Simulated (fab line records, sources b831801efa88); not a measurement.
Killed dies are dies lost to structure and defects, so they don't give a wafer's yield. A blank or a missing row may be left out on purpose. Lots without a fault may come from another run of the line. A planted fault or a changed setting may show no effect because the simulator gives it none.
fab line records | flow sky130
record lots=13 wafers=39 last_day=50
route steps=708 shown POLY_CUT@316 RES_XHIGH@340 SD_N@353
lots that met no fault: from a run of the same line without faults
start_h: hours from the record's first day to the start of the lot's first wafer shown | wait_h: hours since the lot's step before | " the same as in the row above | L1.1+2: a row that stands for several wafers | - no value, or no start given | * or withheld: withheld | < > ~ a bound
route shown NAME@n: a module of which the file shows steps, and the number in the route of the first | usual: mean/standard deviation of fault-free wafers | same: alike in all rows | chamber/n: place in a boat | sites: the reading at each site | _std_site: their standard deviation | _edge_site: outer sites' mean less inner sites' | radius_mm: how far each site lies from the wafer's centre | mask NAME#n: copy n | behind: the tool/chamber that last shaped the wafer | hold: why the lot was held/for how many hours/how that ended | device: the transistor (n, p or np) that didn't switch | end of line: the same wafers' tests at the end of the route | a step without rows: its recipe alone | killed: dies lost to structure and defects at the first sort, not the wafer's yield | map: a wafer's dies, x killed, . not, _ none there
set.NAME: the setting as run; set.NAME@STEP: as run at that earlier step | model.NAME: the simulator's own value behind a step, which no gauge read
steps of the route over a sample of lots; a table a step, a row a wafer
services: from which hour (start_h, from the record's first day; less than 0 if before it) a tool's chamber was out of use, for how many hours, and why
## steps
# step SKY_POLY_CUT_OVL_MEAS_09
# usual POLY_CUT_OVL=-1/5.5
# columns lot.wafer tool chamber start_h wait_h POLY_CUT_OVL[nm]
L459.1 overlay-02 - 554.35 0.1 -10
L459.2 " - " " -8
L459.5 " - " " -11
L460.1 overlay-01 - 577.78 0.1 4
L460.2 " - " " -5
L460.3 " - " " 1
L462.3 overlay-02 - 586.03 0.1 4
L462.5 " - " " -4
L462.6 " - " " 7
L463.1 overlay-01 - 611.45 0.1 -1
L463.3 " - " " -2
L463.4 " - " " -1
L471.1 overlay-02 - 671.28 0.1 -1
L471.2 " - " " 0
L471.6 " - " " 2
L474.1 overlay-02 - 682.08 0.1 3
L474.4 " - " " -4
L474.5 " - " " -11
L475.1 overlay-02 - 699.47 0.1 1
L475.2 " - " " -4
L475.3 " - " " -4
L476.1 overlay-01 - 704.48 0.1 0
L476.2 " - " " 8
L476.4 " - " " 12
L477.1 overlay-02 - 709.72 0.1 -11
L477.2 " - " " -12
L477.5 " - " " -5
L478.2 overlay-02 - 715.31 0.1 -1
L478.3 " - " " 0
L478.6 " - " " -4
L480.2 overlay-01 - 728.23 0.1 5
L480.3 " - " " -1
L480.6 " - " " -1
L481.1 overlay-02 - 736.55 0.1 5
L481.3 " - " " 0
L481.5 " - " " -2
L482.2 overlay-01 - 756.61 0.1 -5
L482.3 " - " " -7
L482.5 " - " " -3
# step SKY_POLY_CUT_ETCH_10
# recipe chemistry=N2/H2 target=BARC ion_energy_ev=200 source_w=500 bias_w=100 pressure_mtorr=30 n2_flow_sccm=100 h2_flow_sccm=200 stop_on=SiO2 time_s=45.9 target_depth_a=600
# usual drypump_motor_current_A=6.1/0.31 oes_product_au=0.854/0.0044 throttle_valve_pct=13.225/0.0088
# columns lot.wafer tool chamber start_h wait_h drypump_motor_current_A oes_product_au rf_hours_counter_h throttle_valve_pct
L459.1 rie_diel-03 3 554.39 0.0 6.4 0.854 8 13.215
L459.2 " 2 " " 6.3 0.855 4 13.219
L459.5 " 0 " " 5.8 0.854 - 13.232
L460.1 rie_diel-03 2 577.81 0.0 6.3 0.852 4 13.223
L460.2 " 0 " " 5.8 0.858 7 13.239
L460.3 " 3 " " 6.3 0.853 9 13.233
L462.3 rie_diel-03 2 586.06 0.0 6.3 0.854 5 13.229
L462.5 " 1 " " 6.2 0.849 - 13.226
L462.6 " 2 " " 6.3 0.847 - 13.240
L463.1 rie_diel-03 2 611.49 0.0 6.3 0.857 5 13.228
L463.3 " 1 " " 6.2 0.851 19 13.239
L463.4 " 3 " " 6.4 0.850 9 13.234
L471.1 rie_diel-03 0 671.31 0.0 5.8 0.858 10 13.233
L471.2 " 1 " " 6.3 0.852 21 13.233
L471.6 " 3 " " 6.3 0.861 - 13.225
L474.1 rie_diel-03 3 682.11 0.0 6.3 0.853 11 13.225
L474.4 " 0 " " 5.9 0.854 10 13.207
L474.5 " 2 " " 6.3 0.851 - 13.235
L475.1 rie_diel-03 0 699.51 0.0 5.9 0.855 10 13.243
L475.2 " 3 " " 6.3 0.858 12 13.223
L475.3 " 2 " " 6.3 0.864 8 13.212
L476.1 rie_diel-04 1 704.51 0.0 5.6 0.853 11 13.225
L476.2 " 2 " " 6.3 0.852 4 13.220
L476.4 " 3 " " 6.6 0.857 47 13.244
L477.1 rie_diel-04 0 709.76 0.0 5.6 0.858 42 13.209
L477.2 " 1 " " 5.6 0.852 11 13.216
L477.5 " 3 " " 6.5 0.854 - 13.232
L478.2 rie_diel-03 3 715.34 0.0 6.3 0.851 12 13.223
L478.3 " 0 " " 5.8 0.857 11 13.225
L478.6 " 0 " " 5.8 0.855 - 13.223
L480.2 rie_diel-03 3 728.26 0.0 6.3 0.857 13 13.255
L480.3 " 1 " " 6.2 0.861 22 13.215
L480.6 " 1 " " 6.2 0.851 - 13.228
L481.1 rie_diel-04 0 736.59 0.0 5.6 0.859 43 13.233
L481.3 " 3 " " 6.6 0.860 48 13.221
L481.5 " 0 " " 5.6 0.857 - 13.221
L482.2 rie_diel-03 3 756.64 0.0 6.4 0.849 13 13.230
L482.3 " 2 " " 6.3 0.857 10 13.234
L482.5 " 1 " " 6.2 0.858 - 13.235
# step SKY_RES_XHIGH_STRIP_08
# recipe chemistry=O2/N2 power_w=1400 pressure_mtorr=1500 platen_temp_c=withheld o2_flow_sccm=3000 n2_flow_sccm=300 overash_fraction=0.5
# usual drypump_motor_current_A=5.6/0.36 oes_product_au=0.711/0.0046 strip_time_to_endpoint_s=14.27/0.054
# columns lot.wafer tool chamber start_h wait_h drypump_motor_current_A oes_product_au rf_hours_counter_h strip_time_to_endpoint_s
L459.1 plasma_asher-02 0 613.44 0.1 6.2 0.712 18 14.25
L459.2 " 1 " " 5.4 0.707 18 14.15
L459.5 " 0 " " 6.2 0.720 - 14.21
L460.1 plasma_asher-03 0 636.66 0.1 5.0 0.703 78 14.30
L460.2 " 1 " " 5.8 0.712 78 14.28
L460.3 " 1 " " 5.9 0.705 - 14.25
L462.3 plasma_asher-04 0 644.99 0.1 5.8 0.716 - 14.24
L462.5 " 1 " " 5.3 0.707 - 14.23
L462.6 " 0 " " 5.8 0.711 - 14.24
L463.1 plasma_asher-02 1 669.05 0.1 5.4 0.709 24 14.18
L463.3 " 1 " " 5.4 0.712 - 14.22
L463.4 " 0 " " 6.2 0.713 - 14.19
L471.1 plasma_asher-04 0 727.10 0.1 5.8 0.708 59 14.26
L471.2 " 1 " " 5.3 0.711 59 14.27
L471.6 " 0 " " 5.8 0.709 - 14.23
L474.1 plasma_asher-03 0 737.30 0.1 5.0 0.708 88 14.27
L474.4 " 0 " " 4.9 0.705 - 14.27
L474.5 " 0 " " 4.9 0.712 - 14.26
L475.1 plasma_asher-04 1 754.11 0.1 5.3 0.710 61 14.32
L475.2 " 0 " " 5.8 0.710 61 14.30
L475.3 " 0 " " 5.8 0.709 - 14.29
L476.1 plasma_asher-04 1 759.66 0.1 5.3 0.715 62 14.24
L476.2 " 0 " " 5.8 0.712 62 14.28
L476.4 " 1 " " 5.3 0.711 - 14.29
L477.1 plasma_asher-03 0 763.91 0.1 5.0 0.707 91 14.26
L477.2 " 1 " " 5.9 0.712 91 14.20
L477.5 " 0 " " 5.0 0.710 - 14.26
L478.2 plasma_asher-03 1 769.21 0.1 5.8 0.721 92 14.30
L478.3 " 1 " " 5.8 0.708 - 14.27
L478.6 " 0 " " 5.0 0.708 - 14.27
L480.2 plasma_asher-04 1 782.16 0.1 5.3 0.704 64 14.25
L480.3 " 0 " " 5.8 0.715 - 14.22
L480.6 " 0 " " 5.8 0.710 - 14.24
L481.1 plasma_asher-04 1 790.51 0.1 5.3 0.706 65 14.26
L481.3 " 0 " " 5.8 0.711 - 14.20
L481.5 " 0 " " 5.8 0.709 - 14.25
L482.2 plasma_asher-04 0 809.45 0.1 5.8 0.710 67 14.29
L482.3 " 0 " " 5.8 0.713 - 14.33
L482.5 " 1 " " 5.3 0.719 - 14.33
# step SKY_SD_N_STRIP_11
# recipe chemistry=O2/N2 power_w=1400 pressure_mtorr=1500 platen_temp_c=withheld o2_flow_sccm=3000 n2_flow_sccm=300 overash_fraction=0.5
# usual drypump_motor_current_A=5.7/0.45 oes_product_au=0.527/0.005 strip_time_to_endpoint_s=22.56/0.05
# columns lot.wafer tool chamber start_h wait_h drypump_motor_current_A oes_product_au rf_hours_counter_h strip_time_to_endpoint_s
L459.1 plasma_asher-03 0 643.04 0.1 4.9 0.528 79 22.56
L459.2 " 1 " " 5.8 0.529 79 22.56
L459.5 " 1 " " 5.8 0.524 - 22.49
L460.1 plasma_asher-03 1 665.22 0.1 5.8 0.538 81 22.56
L460.2 " 0 " " 4.9 0.524 81 22.56
L460.3 " 0 " " 5.0 0.534 - 22.50
L462.3 plasma_asher-01 1 673.59 0.1 6.1 0.524 - 22.50
L462.5 " 1 " " 6.1 0.522 - 22.46
L462.6 " 0 " " 5.7 0.531 - 22.48
L463.1 plasma_asher-01 1 697.56 0.1 6.2 0.309 101 -
L463.3 " 1 " " 6.1 0.290 - -
L463.4 " 0 " " 5.7 0.314 - -
L471.1 plasma_asher-01 0 754.34 0.1 5.7 0.519 1 22.56
L471.2 " 1 " " 6.1 0.530 1 22.58
L471.6 " 0 " " 5.7 0.537 - 22.56
L474.1 plasma_asher-02 1 764.44 0.1 5.4 0.523 34 22.55
L474.4 " 0 " " 6.2 0.526 - 22.54
L474.5 " 1 " " 5.5 0.532 - 22.57
L475.1 plasma_asher-03 1 780.89 0.1 5.9 0.522 92 22.47
L475.2 " 0 " " 5.0 0.522 92 22.49
L475.3 " 0 " " 4.9 0.522 - 22.51
L476.1 plasma_asher-02 1 786.26 0.1 5.4 0.529 35 22.59
L476.2 " 0 " " 6.3 0.540 35 22.62
L476.4 " 0 " " 6.2 0.526 - 22.59
L477.1 plasma_asher-01 1 790.79 0.1 6.1 0.529 5 22.55
L477.2 " 0 " " 5.7 0.528 5 22.53
L477.5 " 0 " " 5.7 0.527 - 22.54
L478.2 plasma_asher-03 0 795.59 0.1 5.0 0.528 94 22.56
L478.3 " 0 " " 4.9 0.529 - 22.54
L478.6 " 0 " " 5.0 0.530 - 22.60
L480.2 plasma_asher-01 0 807.37 0.1 5.7 0.526 6 22.56
L480.3 " 1 " " 6.2 0.531 - 22.51
L480.6 " 0 " " 5.7 0.525 - 22.50
L481.1 plasma_asher-01 1 815.61 0.1 6.1 0.521 7 22.52
L481.3 " 0 " " 5.7 0.521 - 22.50
L481.5 " 0 " " 5.7 0.527 - 22.49
L482.2 plasma_asher-02 0 835.51 0.1 6.2 0.531 40 22.61
L482.3 " 1 " " 5.4 0.527 - 22.59
L482.5 " 0 " " 6.2 0.523 - 22.59
## services
# columns tool chamber start_h hours kind
plasma_asher-04 - 531.01 3.3 repair
rie_diel-03 2 539.82 7.0 repair
plasma_asher-03 - 596.78 14.6 pm
rie_diel-04 0 608.70 4.9 repair
plasma_asher-04 - 637.61 4.7 repair
rie_diel-04 2 671.14 2.8 repair
plasma_asher-02 - 680.76 4.3 pm
rie_diel-03 0 710.23 3.5 repair
plasma_asher-03 - 711.82 4.6 repair
plasma_asher-01 - 733.75 9.0 pm
plasma_asher-01 0 733.75 9.0 vent_cycle
plasma_asher-01 1 733.75 9.0 vent_cycle
rie_diel-03 3 734.24 13.3 repair
rie_diel-03 0 739.67 11.4 repair
plasma_asher-01 0 742.75 - clean
plasma_asher-01 1 742.75 - clean
rie_diel-04 3 747.52 - clean
rie_diel-04 3 747.52 20.7 scheduled_down
rie_diel-04 3 747.52 20.7 vent_cycle
rie_diel-04 2 761.99 6.4 repair
rie_diel-04 0 775.25 - clean
rie_diel-04 0 775.25 22.8 scheduled_down
rie_diel-04 0 775.25 22.8 vent_cycle
rie_diel-03 - 782.00 2.8 pm
## key
first_sign step=SKY_SD_N_STRIP_11 reading=oes_product_au direction=down sigmas=45 usual=0.527 struck=0.305
effect none on later readings
met_at SKY_SD_N_STRIP_11
struck_lots L463
later_rows_left_out L463.1,L463.3,L463.4
sort_left_out L463.1,L463.3,L463.4
tester_left_out L463
not_acting_at SKY_POLY_CUT_OVL_MEAS_09,SKY_POLY_CUT_ETCH_10,SKY_RES_XHIGH_STRIP_08
onset_between 673.59 697.56
fault kind=strip_aborted tool=plasma_asher-01 chamber=- onset_h=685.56 steps=SKY_SD_N_STRIP_11 offset=0.86829 end_h=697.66
# tester_left_out: of these lots the tester's yield and bins aren't shown, on N5 and GAA mostly nor the transistor test; their killed dies are dies lost to structure and defects alone, not to doping, threshold or leakage, so they don't give the yield
# sort_left_out: the simulated sort isn't trusted on such a fault, so these wafers' sort isn't shown, and their yield isn't known
# later_rows_left_out: the simulator's readings of these wafers behind a module that went badly wrong aren't trusted and aren't shown, but for the sort
